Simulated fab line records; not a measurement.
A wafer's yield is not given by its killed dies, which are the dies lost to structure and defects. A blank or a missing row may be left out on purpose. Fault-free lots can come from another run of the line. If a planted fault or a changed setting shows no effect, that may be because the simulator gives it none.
fab line records | flow sky130
[record] lots = 12 wafers = 36 lastDay = 51
route steps=708 shown METAL3@568 CAP2M@605 METAL4@629 PAD_OPEN@708
lots that met no fault: from a run of the same line without faults
startH: start of the lot's first displayed wafer, in hours after the record's first day | waitH: how many hours have passed since the lot's step before this one | " identical to the entry in the row above | L1.1+2: a single row standing in for several wafers | - no value present, or no start provided | * or withheld: withheld | < > ~ a bound
route shown NAME@n: a module of which the file shows steps, and the number in the route of the first | usual: mean and standard deviation over wafers with no fault | same: alike in all rows | chamber/n: place in a boat | sites: per-site readings | _std_site: the values' standard deviation | _edge_site: outer sites' mean less inner sites' | radiusMm: for every site, how far away it sits from the centre of the wafer | mask NAME#n: copy n | behind: the last tool/chamber to shape the wafer | hold: what put the lot on hold/how long, in hours/how the hold closed | device: names the non-switching transistor (n, p or np) | end of line: at the end of the route, the tests of the same wafers | for a step that has no rows: nothing shown but its recipe | killed: dies that structure and defects cost at the first sort, which is not the same as the wafer's yield | map: a wafer's dies, x killed, . not, _ none there
set.NAME: the run value of the setting; set.NAME@STEP: its run value at that earlier step | model.NAME: the simulator's own value behind a step, which no gauge read
a sample of lots followed through the steps of the route, with each step as a table and each wafer as a row
services: the hour from which a tool's chamber was out of use, counted from the record's first day as startH (under 0 if before that day), plus the number of hours and why
[[steps]]
[step SKY_METAL3_METAL_ETCH_18]
[recipe] targetDepthA = 8450 stopOn = SiO2 overEtchFrac = 0.3 timeS = 183.1 chemistry = Cl2/BCl3 resistSidewallDeg = 88 pressureMtorr = 10 icpW = 900 biasW = 48.5 Cl2_flow_sccm = 60 bcl3FlowSccm = 30
[usual] chamberPressureMTorr = 9.999/0.0098 drypumpMotorCurrentA = 5.44/0.28 heBacksideLeakSccm = 3.3/0.53 oesProductAu = 0.863/0.0069 throttleValvePct = 22.264/0.0094
// columns lot.wafer tool chamber startH waitH chamberPressureMTorr drypumpMotorCurrentA heBacksideLeakSccm oesProductAu rfHoursCounterH throttleValvePct
L454.1 rieMetal-03 1 943.68 0.0 10.010 5.60 3.1 0.861 3 22.266
L454.2 " 0 " " 9.996 5.02 3.2 0.867 9 22.257
L454.4 " 1 " " 10.002 5.62 3.1 0.859 - 22.266
L455.4 rieMetal-03 1 946.47 0.1 9.987 5.61 5.9 0.864 - 22.280
L455.5 " 1 " " 10.009 5.61 3.1 0.864 - 22.269
L455.6 " 0 " " 9.994 5.04 3.1 0.880 - 22.258
L453.1 rieMetal-03 1 948.51 0.0 10.008 5.61 3.1 0.865 4 22.271
L453.4 " 0 " " 9.982 5.00 3.3 0.873 - 22.276
L453.6 " 0 " " 10.001 5.03 3.2 0.863 - 22.272
L459.1 rieMetal-01 0 971.43 0.0 9.982 5.72 3.3 0.871 12 22.237
L459.2 " 1 " " 9.978 5.27 3.3 0.867 20 22.264
L459.3 " 0 " " 10.014 5.68 3.3 0.872 - 22.266
L461.2 rieMetal-01 0 991.51 0.0 10.003 5.74 6.1 0.865 13 22.261
L461.4 " 1 " " 10.007 5.27 3.1 0.858 - 22.264
L461.6 " 0 " " 9.983 5.73 3.2 0.857 - 22.276
L466.3 rieMetal-01 0 1021.46 0.1 9.997 5.75 3.0 0.866 - 22.263
L466.4 " 0 " " 10.004 5.76 3.2 0.864 - 22.274
L466.5 " 0 " " 9.983 5.73 3.0 0.868 - 22.285
L467.1 rieMetal-03 0 1031.92 0.0 10.012 5.00 3.4 0.849 15 22.272
L467.2 " 1 " " 9.992 5.62 3.1 0.853 9 22.264
L467.5 " 1 " " 10.003 5.60 3.0 0.851 - 22.264
L468.3 rieMetal-01 1 1034.34 0.1 8.005 5.26 3.1 0.872 - 22.273
L468.4 " 0 " " 9.990 5.72 3.3 0.873 - 22.270
L468.5 " 0 " " 10.003 5.73 3.1 0.861 - 22.259
L470.1 rieMetal-01 1 1042.54 0.0 7.993 5.27 3.2 0.871 1 22.255
L470.5 " 0 " " 9.995 5.71 3.3 0.865 - 22.262
L470.6 " 1 " " 8.016 5.27 3.2 0.867 - 22.276
L472.2 rieMetal-03 1 1060.08 0.0 10.003 5.65 3.0 0.867 10 22.262
L472.3 " 1 " " 10.018 5.62 3.1 0.861 - 22.255
L472.4 " 0 " " 10.018 5.04 3.3 0.860 - 22.272
L473.1 rieMetal-02 0 1063.59 0.0 9.977 5.23 3.2 0.864 14 22.262
L473.4 " 1 " " 10.004 5.72 6.3 0.866 - 22.262
L473.5 " 0 " " 10.004 5.21 3.2 0.864 - 22.262
L475.1 rieMetal-02 0 1078.07 0.0 9.988 5.22 3.4 0.864 15 22.278
L475.3 " 1 " " 10.000 5.70 5.0 0.869 - 22.252
L475.4 " 0 " " 9.996 5.23 4.1 0.859 - 22.254
[step SKY_CAP2M_SPUTTER_02]
[recipe] material = TiN targetThkNm = 200 tempC = 300 powerW = 6500 timeS = 166.7 chamberPressurePa = 0.4
[usual] throttleValvePct = 30.5/0.92
// columns lot.wafer tool chamber startH waitH throttleValvePct
L454.1 pvdSputter-01 - 971.30 0.1 31.1
L454.2 " - " " 31.4
L454.4 " - " " 29.5
L455.4 pvdSputter-01 - 974.33 0.0 31.1
L455.5 " - " " 30.9
L455.6 " - " " 29.7
L453.1 pvdSputter-02 - 976.42 0.1 31.6
L453.4 " - " " 29.8
L453.6 " - " " 31.4
L459.1 pvdSputter-03 - 999.23 0.1 30.0
L459.2 " - " " 28.8
L459.3 " - " " 29.5
L461.2 pvdSputter-01 - 1017.81 0.0 29.7
L461.4 " - " " 31.1
L461.6 " - " " 31.0
L466.3 pvdSputter-01 - 1047.93 0.0 29.5
L466.4 " - " " 31.2
L466.5 " - " " 31.3
L467.1 pvdSputter-01 - 1058.65 0.1 29.9
L467.2 " - " " 31.4
L467.5 " - " " 30.8
L468.3 pvdSputter-03 - 1060.67 0.0 29.7
L468.4 " - " " 29.9
L468.5 " - " " 28.8
L470.1 pvdSputter-01 - 1067.49 0.1 31.0
L470.5 " - " " 31.3
L470.6 " - " " 31.4
L472.2 pvdSputter-02 - 1085.39 0.0 31.5
L472.3 " - " " 28.0
L472.4 " - " " 29.5
L473.1 pvdSputter-02 - 1088.71 0.1 28.7
L473.4 " - " " 31.2
L473.5 " - " " 28.1
L475.1 pvdSputter-02 - 1102.41 0.1 29.6
L475.3 " - " " 31.3
L475.4 " - " " 28.5
[step SKY_CAP2M_OVL_MEAS_12]
[usual] CAP2M_OVL = -0.5/1.4
// columns lot.wafer tool chamber startH waitH CAP2M_OVL[nm]
L454.1 overlay-01 - 995.53 0.1 0.8
L454.2 " - " " -0.9
L454.4 " - " " 0.3
L455.4 overlay-01 - 998.59 0.1 -0.6
L455.5 " - " " 0.4
L455.6 " - " " -1.4
L453.1 overlay-02 - 1000.13 0.1 -1.7
L453.4 " - " " -1.6
L453.6 " - " " 1.0
L459.1 overlay-01 - 1022.87 0.1 -1.6
L459.2 " - " " -2.6
L459.3 " - " " -1.8
L461.2 overlay-01 - 1040.62 0.1 -1.1
L461.4 " - " " -0.3
L461.6 " - " " -0.3
L466.3 overlay-01 - 1070.39 0.1 0.4
L466.4 " - " " 0.3
L466.5 " - " " -2.2
L467.1 overlay-01 - 1080.43 0.1 -1.7
L467.2 " - " " 0.1
L467.5 " - " " -1.5
L468.3 overlay-01 - 1082.64 0.1 1.7
L468.4 " - " " 1.6
L468.5 " - " " 3.5
L470.1 overlay-01 - 1088.61 0.1 -3.6
L470.5 " - " " -1.2
L470.6 " - " " -2.2
L472.2 overlay-01 - 1106.93 0.1 -1.9
L472.3 " - " " -2.0
L472.4 " - " " -2.1
L473.1 overlay-02 - 1108.66 0.1 0.3
L473.4 " - " " -0.8
L473.5 " - " " 0.2
L475.1 overlay-02 - 1123.03 0.1 0.3
L475.3 " - " " 0.0
L475.4 " - " " 2.0
[step SKY_METAL4_CD_MEAS_13]
[recipe] targetCdNm = 300
[usual] cdNm = 300.3/1.5
// columns lot.wafer tool chamber startH waitH cdNm
L454.1 cdSem-01 - 1019.33 - 301.7
L454.2 " - " " 301.4
L454.4 " - " " 300.4
L455.4 cdSem-01 - 1022.77 - 298.8
L455.5 " - " " 298.9
L455.6 " - " " 298.4
L453.1 cdSem-02 - 1024.53 - 302.7
L453.4 " - " " 301.6
L453.6 " - " " 301.0
L459.1 cdSem-02 - 1046.96 - 301.3
L459.2 " - " " 301.9
L459.3 " - " " 300.3
L461.2 cdSem-01 - 1063.33 - 299.9
L461.4 " - " " 298.6
L461.6 " - " " 300.7
L466.3 cdSem-01 - 1092.97 - 299.0
L466.4 " - " " 298.6
L466.5 " - " " 296.9
L467.1 cdSem-02 - 1103.01 - 300.6
L467.2 " - " " 301.4
L467.5 " - " " 301.8
L468.3 cdSem-02 - 1104.82 - 297.9
L468.4 " - " " 299.0
L468.5 " - " " 299.5
L470.1 cdSem-01 - 1110.43 - 298.9
L470.5 " - " " 299.2
L470.6 " - " " 298.7
L472.2 cdSem-02 - 1128.40 - 301.3
L472.3 " - " " 299.8
L472.4 " - " " 299.9
L473.1 cdSem-01 - 1130.36 - 301.4
L473.4 " - " " 301.1
L473.5 " - " " 301.6
L475.1 cdSem-02 - 1143.73 - 300.6
L475.3 " - " " 301.6
L475.4 " - " " 301.4
[step SKY_PAD_OPEN_PROBE_99]
[usual] defectLimitedYield = 82.5/1.9 killed_at_M0_to_M3 = 43/6.8 killed_at_M4_up = 3.2/2 killedAtContacts = 24/5.3 killedAtFrontEnd = 16/4.4 killedAtOther = 0.3/0.54 killedDies = 86/9.4 killedOpen = 48/6.6 killedShort = 38/6.5 sort_bin_3_pad_short = 0.8/0.4 sort_bin_5_function = 10.4/1.5 sort_bin_6_memory = 6.3/1.2 sortNPass = 406/9.4 sortYieldPct = 82.5/1.9
[same] grossDies = 492 killedAtBackSide = 0 sort_bin_4_leakage[%] = 0 sort_bin_8_speed[%] = 0
// columns lot.wafer tool chamber startH waitH defectLimitedYield[%] killed_at_M0_to_M3 killed_at_M4_up killedAtContacts killedAtFrontEnd killedAtOther killedDies killedOpen killedShort sort_bin_3_pad_short[%] sort_bin_5_function[%] sort_bin_6_memory[%] sortNPass sortYieldPct[%]
L459.1 prober-01 - 1138.20 0.1 85.6 42 5 15 9 0 71 38 33 0.8 8.3 5.3 421 85.6
L459.2 prober-01 - 1138.25 0.1 82.1 39 5 24 19 1 88 49 39 0.4 10.2 7.3 404 82.1
L459.3 prober-01 - 1138.30 0.2 85.0 38 7 12 17 0 74 38 36 0.4 7.7 6.9 418 85.0
L470.1 prober-02 - 1192.11 0.1 84.8 38 2 28 7 0 75 41 34 0 10.0 5.3 417 84.8
L470.5 prober-02 - 1192.31 0.2 82.7 51 0 24 10 0 85 46 39 0.4 11.4 5.5 407 82.7
L470.6 prober-02 - 1192.36 0.2 86.2 28 2 22 16 0 68 34 33 0.8 7.3 5.7 424 86.2
L473.1 prober-01 - 1208.10 0.1 79.1 52 2 26 22 1 103 53 48 1.0 12.6 7.3 389 79.1
L473.4 prober-01 - 1208.25 0.2 82.1 34 6 31 16 1 88 46 41 1.0 8.9 7.9 404 82.1
L473.5 prober-01 - 1208.30 0.2 83.3 32 6 21 23 0 82 49 33 0.8 11.4 4.5 410 83.3
// killed by level:class
L459.1 CONTACT:geometricParticle:open=9 VIA2:geometricParticle:open=9 VIA1:geometricParticle:open=9 METAL1:geometricParticle:short=7 METAL2:geometricParticle:short=5 VIA1:geometricParticle:short=4 METAL4:geometricParticle:short=4 FIELD_ISO:geometricParticle:open=3
L459.2 CONTACT:geometricParticle:open=9 VIA1:geometricParticle:open=8 POLY_GATE:geometricParticle:open=7 METAL2:geometricParticle:short=7 VIA2:geometricParticle:open=6 VIA3:geometricParticle:open=5 FIELD_ISO:geometricParticle:short=4 LOCAL_INTERCONNECT:geometricParticle:short=4
L459.3 VIA1:geometricParticle:open=10 VIA1:geometricParticle:short=6 FIELD_ISO:geometricParticle:short=5 METAL1:geometricParticle:short=5 VIA2:geometricParticle:open=5 CONTACT:geometricParticle:open=4 FIELD_ISO:geometricParticle:open=4 METAL2:geometricParticle:short=4
L470.1 VIA1:geometricParticle:open=13 CONTACT:geometricParticle:open=9 LI_CONTACT:geometricParticle:open=8 CONTACT:geometricParticle:short=6 VIA2:geometricParticle:open=6 METAL2:geometricParticle:short=4 POLY_GATE:geometricParticle:short=3 LOCAL_INTERCONNECT:geometricParticle:short=3
L470.5 VIA1:geometricParticle:open=10 VIA1:geometricParticle:short=8 VIA3:geometricParticle:open=8 CONTACT:geometricParticle:short=7 LI_CONTACT:geometricParticle:open=7 CONTACT:geometricParticle:open=7 METAL1:geometricParticle:short=6 VIA2:geometricParticle:open=6
L470.6 CONTACT:geometricParticle:open=10 VIA1:geometricParticle:short=6 METAL2:geometricParticle:short=6 VIA3:geometricParticle:open=6 LI_CONTACT:geometricParticle:open=5 FIELD_ISO:geometricParticle:short=4 POLY_GATE:geometricParticle:open=4 LOCAL_INTERCONNECT:geometricParticle:short=4
L473.1 VIA1:geometricParticle:open=16 VIA3:geometricParticle:open=9 VIA1:geometricParticle:short=8 CONTACT:geometricParticle:short=7 CONTACT:geometricParticle:open=7 FIELD_ISO:geometricParticle:short=6 LOCAL_INTERCONNECT:geometricParticle:short=6 METAL1:geometricParticle:short=5
L473.4 LI_CONTACT:geometricParticle:open=12 CONTACT:geometricParticle:open=8 VIA1:geometricParticle:open=8 VIA1:geometricParticle:short=7 METAL4:geometricParticle:short=6 LOCAL_INTERCONNECT:geometricParticle:short=5 POLY_GATE:geometricParticle:open=4 VIA2:geometricParticle:open=4
L473.5 LI_CONTACT:geometricParticle:open=13 POLY_GATE:geometricParticle:short=9 VIA1:geometricParticle:open=9 VIA2:geometricParticle:open=6 FIELD_ISO:geometricParticle:open=5 CONTACT:geometricParticle:open=5 METAL4:geometricParticle:short=5 POLY_GATE:geometricParticle:open=4
[[services]]
// columns tool chamber startH hours kind
pvdSputter-02 - 956.80 4.2 repair
rieMetal-03 - 979.62 1.4 pm
rieMetal-01 1 1008.79 - clean
rieMetal-01 1 1008.79 21.6 scheduledDown
rieMetal-01 1 1008.79 21.6 ventCycle
rieMetal-02 - 1041.54 0.5 repair
pvdSputter-03 - 1079.74 1.5 repair
[[key]]
[firstSign] step = SKY_METAL3_METAL_ETCH_18 reading = chamberPressureMTorr direction = down sigmas = 99+ usual = 9.999 struck = 8.005
effect none on later readings
metAt SKY_METAL3_METAL_ETCH_18
struckLots L468,L470
struckWafers L468.3,L470.1,L470.6
notActingAt SKY_CAP2M_SPUTTER_02,SKY_CAP2M_OVL_MEAS_12,SKY_METAL4_CD_MEAS_13
onsetBetween 991.51 1034.34
[fault] kind = processParameterDrift tool = rieMetal-01 chamber = 1 onsetH = 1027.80 steps = SKY_METAL3_METAL_ETCH_18 channel = pressureMtorr offset = -2 shape = step actsIn = theseRecipesOnly stated = 10
